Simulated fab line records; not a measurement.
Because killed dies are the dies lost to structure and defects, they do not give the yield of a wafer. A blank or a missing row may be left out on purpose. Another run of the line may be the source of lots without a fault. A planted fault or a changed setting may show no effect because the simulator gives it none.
A lot that was struck, set against a sound lot -- flow sky130 -- 15 steps out of a route of 708
Sound: wafers L812.2, L812.3, L812.5. Wafers struck: L816.2, L816.3, L816.5. The cause is given at the end.
Each step with rows lists, per side, the tool, then ch with its chambers, then its first start. Under that, the readings that differ: sound wafers -- struck wafers -- difference of the means -- sigmas: that difference in standard deviations of wafers without a fault.
alike: words and numbers the same on both sides, and readings whose means are apart by under 2 such deviations; not compared: readings that were withheld, readings missing a value for some wafer, numbers with overlapping values and no deviation given by the record, and bounds like >300 which may hide the same value.
Wherever a step has rows on one side only, a row that says differs or no value, or a row with sigmas, the two part there. Non-overlapping numbers with no deviation appear without sigmas and do not part them. A reading missing from all wafers of one side parts the sides only when that side holds two or more wafers.

SKY_VT_ADJUST_HVTP_OVL_MEAS_08:
  struck on overlay-01, day 9 18:10; sound on overlay-02, day 8 15:49
  alike: VT_ADJUST_HVTP_OVL
next, for these wafers, 1 step has no rows: SKY_VT_ADJUST_HVTP_IMPLANT_09.
SKY_VT_ADJUST_HVTP_STRIP_10: strips in O2/N2.
  sound on plasma-asher-04 ch 0,1, day 8 16:00; struck on plasma-asher-02 ch 0,1, day 9 18:21
  alike: drypump-motor-current-A, oes-product-au, strip-time-to-endpoint-s
  not compared: rf-hours-counter-h
SKY_VT_ADJUST_HVTP_TW_MEAS_11:
  struck on film-metro-01, day 9 18:28; sound on film-metro-01, day 8 16:07
  alike: VT_ADJUST_HVTP_TW
then, 7 steps without rows for these wafers: SKY_VT_ADJUST_LVTN_DEHYDRATE_00 (time 60 s); SKY_VT_ADJUST_LVTN_HMDS_01 (prime time 60 s); SKY_VT_ADJUST_LVTN_COAT_02 (resist thk 3000 nm); SKY_VT_ADJUST_LVTN_SOFTBAKE_03; SKY_VT_ADJUST_LVTN_EXPOSE_04 (exposes mask NWM COMPLEMENT LESS NATIVE, target cd 840 nm); SKY_VT_ADJUST_LVTN_PEB_05; SKY_VT_ADJUST_LVTN_DEVELOP_06 (develop time 60 s).
SKY_VT_ADJUST_LVTN_OVL_MEAS_07:
  struck on overlay-02, day 10 14:46; sound on overlay-01, day 9 13:42
  alike: VT_ADJUST_LVTN_OVL
SKY_VT_ADJUST_LVTN_IMPLANT_08:
  sound on implanter-01 ch 0, day 9 13:45; struck on implanter-01 ch 0, day 10 14:49
reading,sound,struck,difference,sigmas
dose-ions-cm2,1.5669e+12 1.5703e+12 1.566e+12,1.5178e+12 1.5177e+12 1.5163e+12,-5.0467e+10,-32
SKY_VT_ADJUST_LVTN_STRIP_09: strips in O2/N2.
  sound on plasma-asher-01 ch 0,1, day 9 13:53; struck on plasma-asher-03 ch 0,1, day 10 14:56
  alike: drypump-motor-current-A, oes-product-au, strip-time-to-endpoint-s
  not compared: rf-hours-counter-h
next, for these wafers, 1 step has no rows: SKY_PAD_OPEN_PROBE_99.

## WHERE THEY PART
At SKY_VT_ADJUST_LVTN_IMPLANT_08 and nowhere else, as far as this record goes. Later steps at which nothing parts them and some readings are alike: SKY_VT_ADJUST_LVTN_STRIP_09.

WHY: what had been put in by the simulator
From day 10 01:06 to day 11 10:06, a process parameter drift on implanter-01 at SKY_VT_ADJUST_LVTN_IMPLANT_08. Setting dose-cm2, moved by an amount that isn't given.
